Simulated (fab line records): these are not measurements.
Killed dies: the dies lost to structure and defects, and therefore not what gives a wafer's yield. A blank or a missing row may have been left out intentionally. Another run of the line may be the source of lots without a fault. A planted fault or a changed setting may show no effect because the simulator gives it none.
Lot-split experiment + flow sfq line + 23 wafers read from 5 lots, route of 325 steps

ABOUT THE SPLIT
At SFQ_TRILAYER_M2_LITHO_COAT_057 (resist thk 600 nm), the setting spin rpm was moved away from the recipe's 3000 rpm on 9 of the 23 wafers read, by -6.1% to +3.1%. This setting was run at the recipe's value on the other wafers.

FROM THE SPLIT TO THE READING: what the file shows between them, 4 steps
- SFQ_TRILAYER_M2_LITHO_EXPOSE_058: exposes mask M2, target cd 500 nm (also split here: dose mj)
- SFQ_TRILAYER_M2_LITHO_PEB_060: peb time 60 s
- SFQ_TRILAYER_M2_LITHO_DEVELOP_059: time 60 s
- SFQ_TRILAYER_M2_BARC_OPEN_METAL_ETCH_077: etches BARC in O2, target depth 125 nm, time 41.7 s

THE READING
KrF_of_TRILAYER_M2_LITHO_COAT_057.thk nm (the simulator's own value, which no gauge read), in nm, at SFQ_TRILAYER_M2_ETCH_METAL_ETCH_060 (etches Nb in Cl2/Ar, stops on SiO2, target depth 240 nm, time 120 s). No usual value for it is given in the file. Across the 14 wafers here that went through the recipe, the average is 381.8 nm and the standard deviation 2.3 nm.

| wafer  | tool, chamber at the split | spin rpm as run, rpm | against the recipe | KrF_of_TRILAYER_M2_LITHO_COAT_057.thk nm, nm | against lot-mates on the recipe |
|--------|----------------------------|----------------------|--------------------|----------------------------------------------|---------------------------------|
| L075.1 | litho track-02, 0          | 3093                 | +3.1%              | 370.6                                        | -9.6                            |
| L075.2 | litho track-02, 0          | 3000                 | recipe             | 379.2                                        | -                               |
| L075.3 | litho track-02, 0          | 3000                 | recipe             | 381.3                                        | -                               |
| L075.5 | litho track-02, 0          | 3093                 | +3.1%              | 373.5                                        | -6.8                            |
| L075.6 | litho track-02, 0          | 3093                 | +3.1%              | 372                                          | -8.2                            |
| L080.1 | litho track-02, 0          | 3000                 | recipe             | 379.9                                        | -                               |
| L080.3 | litho track-02, 0          | 3000                 | recipe             | 377.9                                        | -                               |
| L080.4 | litho track-02, 0          | 3000                 | recipe             | 380.6                                        | -                               |
| L080.5 | litho track-02, 0          | 3000                 | recipe             | 378.4                                        | -                               |
| L080.6 | litho track-02, 0          | 3000                 | recipe             | 382.1                                        | -                               |
| L082.1 | litho track-04, 0          | 2817                 | -6.1%              | 402.9                                        | +18.3                           |
| L082.2 | litho track-04, 0          | 2817                 | -6.1%              | 401.4                                        | +16.8                           |
| L082.4 | litho track-04, 0          | 3000                 | recipe             | 384.5                                        | -                               |
| L082.5 | litho track-04, 0          | 2817                 | -6.1%              | 402.1                                        | +17.5                           |
| L082.6 | litho track-04, 0          | 3000                 | recipe             | 384.7                                        | -                               |
| L084.1 | litho track-01, 0          | 3000                 | recipe             | 383.2                                        | -                               |
| L084.2 | litho track-01, 0          | 2820                 | -6.0%              | 399.6                                        | +16.6                           |
| L084.4 | litho track-01, 0          | 3000                 | recipe             | 382.9                                        | -                               |
| L084.5 | litho track-01, 0          | 2820                 | -6.0%              | 401.2                                        | +18.2                           |
| L084.6 | litho track-01, 0          | 2820                 | -6.0%              | 400.5                                        | +17.5                           |
| L085.2 | litho track-04, 0          | 3000                 | recipe             | 383.3                                        | -                               |
| L085.3 | litho track-04, 0          | 3000                 | recipe             | 382.6                                        | -                               |
| L085.4 | litho track-04, 0          | 3000                 | recipe             | 385.1                                        | -                               |

FIT RESULTS
A straight line over all 23 wafers: KrF_of_TRILAYER_M2_LITHO_COAT_057.thk nm changes by -3.21 nm for each +1% of spin rpm; r = -0.98; the points scatter about the line by 2 nm.
The same after taking each lot's own level away (the mean of its wafers on the recipe; 23 wafers): -2.84 nm for each +1%; r = -0.99; scatter 1.1 nm.
On that fit, the largest move of spin rpm shifts the reading by 17 nm.
The span of the lots' own levels, 379.78 to 384.60 nm, comes to 2.1 times the standard deviation stated above.
Hence the slope depends on the lot-to-lot level, as the two fits are not the same.
Check: +17.3 nm against its lot-mates is what the line predicts for one of the wafers moved furthest among these (-6.1%) when that wafer is left out of the fit. Against them it came out at +18.3 nm.

OTHER SPLITS APPLIED TO THESE WAFERS
Other splits were also applied to these wafers ahead of the reading. Each is held against what the fit with the lots' levels taken away leaves over:
| other split on the same wafers                    | wafers away from the commonest value | r with KrF_of_TRILAYER_M2_LITHO_COAT_057.thk nm (lot level and that fit taken away) |
|---------------------------------------------------|--------------------------------------|-------------------------------------------------------------------------------------|
| SFQ_TRILAYER_I1_VIA_BARC_OPEN_VIA_ETCH_071 time s | 7                                    | +0.11                                                                               |
| SFQ_TRILAYER_M2_LITHO_EXPOSE_058 dose mj          | 4                                    | -0.19                                                                               |

THE WHOLE CHAIN: every reading that the file lists as answering this split, in the file's order
| step                                     | what it does                                                        | reading                                                                                   | change (the file's fit)              | r (the file's) |
|------------------------------------------|---------------------------------------------------------------------|-------------------------------------------------------------------------------------------|--------------------------------------|----------------|
| SFQ_TRILAYER_M2_LITHO_COAT_057           | resist thk 600 nm                                                   | KrF_of_TRILAYER_M2_LITHO_COAT_057.thk nm (the simulator's own value, which no gauge read) | -3.1 nm for each +1% of the setting  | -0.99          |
| SFQ_TRILAYER_M2_BARC_OPEN_METAL_ETCH_077 | etches BARC in O2, target depth 125 nm, time 41.7 s                 | KrF_of_TRILAYER_M2_LITHO_COAT_057.thk nm (the simulator's own value, which no gauge read) | -3.05 nm for each +1% of the setting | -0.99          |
| SFQ_TRILAYER_M2_ETCH_METAL_ETCH_060      | etches Nb in Cl2/Ar, stops on SiO2, target depth 240 nm, time 120 s | KrF_of_TRILAYER_M2_LITHO_COAT_057.thk nm (the simulator's own value, which no gauge read) | -2.86 nm for each +1% of the setting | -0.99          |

THE FILE'S OWN FIT
KrF_of_TRILAYER_M2_LITHO_COAT_057.thk nm changes by -2.86 nm for each +1% of spin rpm, r = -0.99.
